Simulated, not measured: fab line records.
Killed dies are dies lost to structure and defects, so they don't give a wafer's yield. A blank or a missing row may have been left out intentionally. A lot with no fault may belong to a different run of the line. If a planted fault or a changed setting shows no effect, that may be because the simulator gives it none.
A struck lot beside a sound one || flow sfq line || 14 out of 325 route steps
Sound: the wafers L345.1, L345.4, L345.6. Struck: wafer L357.4 (left out: L357.3, a lot-mate that was not struck); the cause follows at the end.
Each step with rows lists, per side, the tool, then ch with its chambers, then its first start. Under that, the readings that differ: sound wafers || struck wafers || difference of the means || sigmas: that difference in standard deviations of wafers without a fault.
alike: same words and numbers on both sides, and readings whose means sit less than 2 such deviations apart. not compared: any withheld reading, any reading some wafer has no value for, any bound like >300 that may hide the same value, and any number with overlapping values for which the record gives no deviation.
The two part at a step that has a row with sigmas, a row that says differs or no value, or rows on one side only. Non-overlapping numbers with no deviation appear without sigmas and do not part them. A reading missing from all wafers of one side parts the sides only when that side holds two or more wafers.

SFQ_INCOMING_BOW_MEAS_900:
  sound on film metro-03 at day 2 06:00; struck on film metro-03 at day 4 18:02
  alike: INCOMING_BOW
then, 1 step without rows for these wafers: SFQ_TRILAYER_INCOMING_OXIDATION_002 (target thk 500 nm, ox time 4939 s).
SFQ_TRILAYER_L0_DEP_SPUTTER_003: material MoNx KI, target thk 40 nm, time 100 s.
  sound on pvd sputter-05 at day 2 08:29; struck on pvd sputter-05 at day 4 20:29
  alike: throttle valve pct
SFQ_L0_RS_MEAS_901: measurement is done with a four-point probe.
  sound on film metro-02 at day 2 08:34; struck on film metro-01 at day 4 20:36
  alike: L0_MONX_KI_RS
SFQ_L0_THK_MEAS_902: measures by xrf.
  sound on film metro-02 at day 2 08:41; struck on film metro-01 at day 4 20:42
  alike: L0_MONX_KI_THK
then, 4 steps without rows for these wafers: SFQ_TRILAYER_L0_LITHO_COAT_010 (resist thk 62 nm); SFQ_TRILAYER_L0_LITHO_COAT_005 (resist thk 600 nm); SFQ_TRILAYER_L0_LITHO_SOFTBAKE_009; SFQ_TRILAYER_L0_LITHO_EXPOSE_006 (exposes mask L0, target cd 2000 nm).
-- the record jumps here: 4 days lie between the struck wafers' starts before and after --
SFQ_TRILAYER_L0_LITHO_PEB_008: peb time 60 s.
  sound on litho track-02 ch 0, day 5 05:12; struck on litho track-02 ch 0, day 8 12:41
  alike: heater power total W
then, 1 step without rows for these wafers: SFQ_TRILAYER_L0_LITHO_DEVELOP_007 (time 60 s).
SFQ_TRILAYER_L0_BARC_OPEN_METAL_ETCH_010: etches BARC in O2, target depth 125 nm, time 41.7 s.
  sound on rie metal-02 ch 0,1, day 5 05:30; struck on rie metal-01 ch 0, day 8 12:57
{"reading": "model.L0.cd nm (nm)", "sound": "1999 2000 2000", "struck": 1982, "difference": -18, "sigmas": ""}
  alike: drypump motor current A, oes product au
  not compared: rf hours counter h
SFQ_TRILAYER_L0_ETCH_METAL_ETCH_008: etches MoNx KI in SF6/O2, stops on SiO2, target depth 50 nm, time 25 s.
  sound on rie metal-02 ch 0,1, day 5 05:34; struck on rie metal-01 ch 0, day 8 13:00
{"reading": "model.L0.cd nm (nm)", "sound": "1998 2000 2000", "struck": 1982, "difference": -17, "sigmas": ""}
  alike: drypump motor current A, oes product au
  not compared: rf hours counter h
SFQ_TRILAYER_L0_STRIP_STRIP_009: strips in O2.
  sound on rie metal-02 ch 0,1, day 5 05:36; struck on rie metal-01 ch 0, day 8 13:14
  alike: drypump motor current A, oes product au
  not compared: rf hours counter h

## WHERE THEY PART
Nowhere in this record.

WHY: what had been put in by the simulator
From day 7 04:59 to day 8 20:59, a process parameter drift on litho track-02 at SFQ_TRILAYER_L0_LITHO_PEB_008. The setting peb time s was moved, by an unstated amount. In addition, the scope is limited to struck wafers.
